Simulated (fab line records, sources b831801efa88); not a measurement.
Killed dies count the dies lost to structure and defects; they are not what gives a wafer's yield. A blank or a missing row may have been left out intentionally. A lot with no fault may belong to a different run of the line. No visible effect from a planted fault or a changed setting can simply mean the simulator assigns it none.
Which of the tools did it? | flow gf180mcu | 6 lots, 18 wafers sampled, at 3 steps of a route of 602

== WHAT EACH GAUGE READ, for each wafer ==
GF_V4_RS_MEAS_24: measurement is done with a four-point probe.
lot  | measured     | on            | V4_W_RS (ohm/sq)
L407 | day 24 18:54 | film-metro-02 | 0.327 0.321 0.325
L409 | day 25 12:22 | film-metro-04 | 0.326 0.329 0.325
L411 | day 26 10:46 | film-metro-02 | 0.327 0.331 0.329
L413 | day 26 19:22 | film-metro-02 | 0.327 0.329 0.328
L420 | day 28 23:02 | film-metro-04 | 0.327 0.328 0.326
L425 | day 30 07:45 | film-metro-04 | 0.325 0.322 0.327

== WHICH TOOL RAN EACH LOT (tool, then ch and the chambers of the sampled wafers, then the start) ==
lot  | GF_M4_SPUTTER_04             | GF_V4_SPUTTER_21
L407 | pvd-sputter-04, day 22 19:49 | pvd-sputter-01, day 24 18:40
L409 | pvd-sputter-04, day 23 14:05 | pvd-sputter-01, day 25 12:09
L411 | pvd-sputter-04, day 24 13:34 | pvd-sputter-03, day 26 10:29
L413 | pvd-sputter-04, day 24 23:05 | pvd-sputter-01, day 26 19:09
L420 | pvd-sputter-02, day 27 04:41 | pvd-sputter-04, day 28 22:47
L425 | pvd-sputter-04, day 28 16:01 | pvd-sputter-01, day 30 07:30
- GF_M4_SPUTTER_04: material TiN, target thk 50 nm, time 41.7 s.
- GF_V4_SPUTTER_21: material Ti, target thk 15 nm, time 80.02 s.

== THE ANSWER, worked out from the rows above alone ==
Rule: the usual values come from the lots themselves. The widest of any qualifying gaps counts: lots, ordered by their means at a reading, are off when they make up no more than a third of the lots, leave a main group of 4 or more, and stand apart from it by 3 or more times the standard deviation of that group's means. Not used: any main group whose means are identical at the precision the tables above print for the reading. Also off: a lot with no number at a reading for which 4 or more lots have one. The other lots that the step has rows for count as sound.
Across all readings shown, no lot is off: no conclusion can be drawn from this.

== WHAT WAS PUT IN BY THE SIMULATOR ==
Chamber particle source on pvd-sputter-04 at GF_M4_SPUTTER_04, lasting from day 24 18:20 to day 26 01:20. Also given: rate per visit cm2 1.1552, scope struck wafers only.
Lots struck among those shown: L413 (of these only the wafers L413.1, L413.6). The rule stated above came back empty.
